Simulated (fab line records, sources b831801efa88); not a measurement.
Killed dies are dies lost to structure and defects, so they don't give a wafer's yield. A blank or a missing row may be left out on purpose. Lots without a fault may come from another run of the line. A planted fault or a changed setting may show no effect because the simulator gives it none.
Chamber matching | flow sky130 | SKY_VIA2_CMP_24 on cmp-02: 4 sister chambers
The step polishes, stops on SiO2, t overpolish 20 s, target thk 0 nm. 8 wafers are shown with their chamber, then 7 later ones without.

WAFERS WITH THEIR CHAMBER
wafer  | chamber | motor_current_A (A) | time_to_endpoint_s (s)
L667.1 | 0       | 11.7                | 98
L667.2 | 1       | 9.2                 | 99
L667.6 | 2       | 11.2                | 96
L668.2 | 3       | 11.6                | 101
L668.4 | 0       | 11.9                | 97
L668.5 | 3       | 11.6                | 98
L670.1 | 2       | 11.2                | 98
L670.5 | 1       | 8.7                 | 101

WAFERS WITHOUT THEIR CHAMBER
wafer  | motor_current_A (A) | time_to_endpoint_s (s)
L670.6 | 11.8                | 106
L676.2 | 10.8                | 101
L676.3 | 9.0                 | 100
L676.5 | 10.9                | 99
L677.2 | 11.3                | 94
L677.5 | 11.3                | 99
L677.6 | 11.9                | 92

WHICH CHAMBER EACH WENT THROUGH
wafer  | from the rows above          | in truth
L670.6 | can't be placed: 3 or 0      | 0
L676.2 | can't be placed: 2 or 3      | 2
L676.3 | 1                            | 1
L676.5 | can't be placed: 2 or 3      | 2
L677.2 | can't be placed: 2 or 0 or 3 | 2
L677.5 | can't be placed: 2 or 3 or 0 | 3
L677.6 | can't be placed: 0 or 2 or 3 | 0
Placed correctly: 1 of 7. Can't be placed from these rows: 6 (the true chamber is among the candidates in 6). Placed wrongly: 0.
How it was worked out, from the rows above alone: a wafer's distance from a chamber is the root of the sum, over the readings, of the square of ((its reading less the chamber's mean) divided by the reading's scatter). The wafer belongs to the nearest chamber; if the next one is less than 2 further off, it can't be placed. A chamber's mean is the mean of its shown wafers. The scatter: the root of (the sum of the squares of (reading less its chamber's mean) over the shown wafers, divided by (wafers less chambers)).
